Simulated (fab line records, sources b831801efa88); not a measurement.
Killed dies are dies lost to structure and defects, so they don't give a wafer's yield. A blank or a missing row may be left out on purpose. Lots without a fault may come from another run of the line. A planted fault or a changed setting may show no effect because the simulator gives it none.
Which tool did it? | flow sfq_line | 14 lots, 42 wafers sampled, at 1 step of a route of 325

WHAT THE GAUGES READ, wafer by wafer
SFQ_INCOMING_BOW_MEAS_900.
lot  | measured    | on            | INCOMING_BOW (um)
L671 | day 1 10:00 | film_metro-04 | -7 -2 -8
L672 | day 1 15:00 | film_metro-03 | -3 2 -3
L675 | day 2 06:00 | film_metro-04 | 1 -14 1
L676 | day 2 11:00 | film_metro-03 | 3 -2 13
L678 | day 2 21:00 | film_metro-01 | 9 2 -1
L679 | day 3 02:04 | film_metro-03 | -3 2 1
L681 | day 3 12:01 | film_metro-03 | -1 10 3
L682 | day 3 17:00 | film_metro-04 | 11 -12 14
L683 | day 3 22:00 | film_metro-03 | 1 0 -12
L684 | day 4 03:00 | film_metro-04 | 3 4 -12
L685 | day 4 08:04 | film_metro-01 | 2 9 3
L686 | day 4 13:00 | film_metro-01 | 7 -6 -2
L687 | day 4 18:00 | film_metro-03 | 4 -10 2
L694 | day 6 05:01 | film_metro-04 | -5 -11 3

WHICH TOOL RAN EACH LOT (tool, then ch and the chambers of the sampled wafers, then the start)
The record holds no process step before these readings.

WHAT THE TOOLS THEMSELVES READ (means of the sampled wafers that have a number; where no wafer has one, the mark that the record gives instead)
The record holds no such reading with a usual standard deviation.

THE ANSWER, worked out from the rows above alone
Rule: what is usual is taken from the lots themselves. Put in order of their means at a reading, lots are off if they are a third of the lots or fewer, leave a main group of 4 or more, and stand apart from it by a gap of 3 or more times the standard deviation of the main group's means; of several such gaps the widest counts. A main group whose means are all the same, to the digits that the tables above print for the reading, isn't used. A lot without any number at a reading at which 4 lots or more have one is off too. The other lots that the step has rows for count as sound. The gauges are gone through in route order, then the tools' own readings, and for those a lot's mean is taken as printed above. The first step at which some lot is off is used, and at that step the reading that is off furthest; a lot without a number counts as furthest.
No lot is off at any reading shown: from this, nothing can be told.

WHAT THE SIMULATOR HAD PUT IN
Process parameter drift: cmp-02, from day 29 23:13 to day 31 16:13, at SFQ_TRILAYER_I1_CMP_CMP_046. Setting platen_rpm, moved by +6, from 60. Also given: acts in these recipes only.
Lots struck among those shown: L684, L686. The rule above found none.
